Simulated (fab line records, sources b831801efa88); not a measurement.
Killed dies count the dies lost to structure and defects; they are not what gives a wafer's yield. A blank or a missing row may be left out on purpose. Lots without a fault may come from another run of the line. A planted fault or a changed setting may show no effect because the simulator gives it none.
Chamber matching + flow sky130 + 4 sister chambers for SKY_VIA1_CMP_24 on cmp-01
The step polishes, stops on SiO2, t overpolish 15 s, target thk 0 nm. 4 wafers are shown with their chamber, then 12 later ones without.

WAFERS, EACH WITH ITS CHAMBER
| wafer  | chamber | motor current A (A) |
|--------|---------|---------------------|
| L084.2 | 2       | 11.7                |
| L084.4 | 3       | 11.4                |
| L086.1 | 0       | 12.6                |
| L086.5 | 1       | 13.1                |

WAFERS WITH NO CHAMBER GIVEN
| wafer  | motor current A (A) |
|--------|---------------------|
| L088.2 | 11.9                |
| L088.3 | 13.2                |
| L088.6 | 10.8                |
| L090.2 | 11.2                |
| L090.4 | 11.5                |
| L090.6 | 13.5                |
| L092.2 | 12.7                |
| L092.4 | 11.0                |
| L092.5 | 13.1                |
| L097.2 | 13.1                |
| L097.4 | 11.8                |
| L097.5 | 10.9                |

WHICH CHAMBER EACH ONE RAN IN
| wafer  | from the rows above          | in truth |
|--------|------------------------------|----------|
| L088.2 | can't be placed: 2 or 3 or 0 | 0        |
| L088.3 | can't be placed: 1 or 0      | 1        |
| L088.6 | can't be placed: 3 or 2      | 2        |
| L090.2 | can't be placed: 3 or 2      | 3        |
| L090.4 | can't be placed: 3 or 2      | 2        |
| L090.6 | can't be placed: 1 or 0      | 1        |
| L092.2 | can't be placed: 0 or 1      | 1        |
| L092.4 | can't be placed: 3 or 2      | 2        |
| L092.5 | can't be placed: 1 or 0      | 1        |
| L097.2 | can't be placed: 1 or 0      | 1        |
| L097.4 | can't be placed: 2 or 3      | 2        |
| L097.5 | can't be placed: 3 or 2      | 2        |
Correctly placed: 0 of 12. From these rows, 12 cannot be placed; in 12 the true chamber is one of the candidates. Number placed wrongly: 0.
How it was worked out, from the rows above alone: a wafer's distance from a chamber is the root of the sum, over the readings, of the square of ((its reading less the chamber's mean) divided by the reading's scatter). If the next closest chamber is less than 2 further off than the closest, the wafer can't be placed; otherwise it belongs to the closest. For every chamber, the mean is computed from those of its wafers that are shown. The scatter: with one shown wafer a chamber, the root of the mean of the squares of how far each hidden wafer lies from its nearest shown one.
